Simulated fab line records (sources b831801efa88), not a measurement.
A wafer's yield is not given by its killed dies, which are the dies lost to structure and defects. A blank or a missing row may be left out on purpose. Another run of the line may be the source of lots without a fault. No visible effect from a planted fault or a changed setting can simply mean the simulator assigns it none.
The same fault as seen by 2 desks | flow sky130 | only its own numbers are on each desk; what lay behind them is given at the end

## THE METROLOGY DESK
Lot by lot, what the gauges showed, no matter which tool ran the lot: averages of those sampled wafers that carry a number. Any lot whose mean is over 4 standard deviations away from the usual mean is out of limits and marked OUT; that distance is given in the brackets.
Columns: A = VIA4_BOW at SKY_VIA4_BOW_MEAS_03, usual 79 um; B = VIA4_OVL at SKY_VIA4_OVL_MEAS_11, usual -0.2 nm; C = VIA4_W_RS at SKY_VIA4_RS_MEAS_19, usual 0.2256 ohm/sq; D = VIA4_W_THK at SKY_VIA4_THK_MEAS_20, usual 508 nm
lot  | first seen here | A  | B    | C                 | D
L986 | day 43 15:16    | 82 | 0.7  | 0.2258            | 507
L987 | day 44 09:41    | 75 | 0.8  | 0.2242            | 508
L988 | day 44 20:44    | 86 | -0.3 | 0.2261            | 507
L989 | day 45 02:44    | 78 | 0.5  | 0.2265            | 508
L990 | day 45 07:18    | 86 | 1.2  | 0.2263            | 506
L991 | day 45 10:28    | 84 | -0.9 | 0.2228            | 515
L996 | day 47 00:17    | 76 | 0.4  | 0.2108 (-5.1) OUT | 554 (+7.1) OUT
L101 | day 48 03:28    | 77 | 0.2  | 0.2078 (-6.1) OUT | 561 (+8.3) OUT
L102 | day 48 12:46    | 78 | 0.8  | 0.2229            | 513
L108 | day 49 14:48    | 86 | -0.4 | 0.2235            | 513
This desk's finding: out of limits on L101, L996; first on L996, day 47 22:03 (VIA4_W_RS at SKY_VIA4_RS_MEAS_19). L986, L987, L988, L989, L990, L991, L102, L108: within limits.

## AT THE TOOL OWNER'S DESK: cvd_w-02
The tool's own readings at SKY_VIA4_CVD_18 (deposits W, target thk 505 nm, time 152.14 s): means of the sampled wafers that have a number, for each lot that ran on this tool. Any lot whose mean is over 4 standard deviations away from the usual mean is out of limits and marked OUT; that distance is given in the brackets.
Columns: A = heater_power_w at SKY_VIA4_CVD_18, usual 811 W; B = susceptor_temp_C at SKY_VIA4_CVD_18, usual 400.01 C
lot  | first seen here | A   | B
L986 | day 44 15:33    | 886 | 399.90
L988 | day 45 20:13    | 841 | 400.26
L990 | day 46 06:40    | 841 | 400.08
L996 | day 47 21:54    | 866 | 404.76 (+20) OUT
L101 | day 49 00:52    | 877 | 404.91 (+20) OUT
This desk's finding: out of limits on L101, L996; first on L996, day 47 21:54 (susceptor_temp_C at SKY_VIA4_CVD_18). L986, L988, L990: within limits.

## TAKEN TOGETHER
At day 47 21:54, on L101, L996, the tool owner's desk was in a position to raise an alarm.
On L101, L996, the metrology desk was in a position to raise an alarm at day 47 22:03.
On cvd_w-02, each named lot ran SKY_VIA4_CVD_18.

## WHAT HAD BEEN PUT IN BY THE SIMULATOR
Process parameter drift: cvd_w-02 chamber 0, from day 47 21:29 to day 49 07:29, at SKY_VIA4_CVD_18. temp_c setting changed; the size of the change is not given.
Shown lots that were struck: L101, L996.
Counting hours from when the fault started, the first reading out of limits came at 0 for the tool owner's desk and at 1 for the metrology desk.
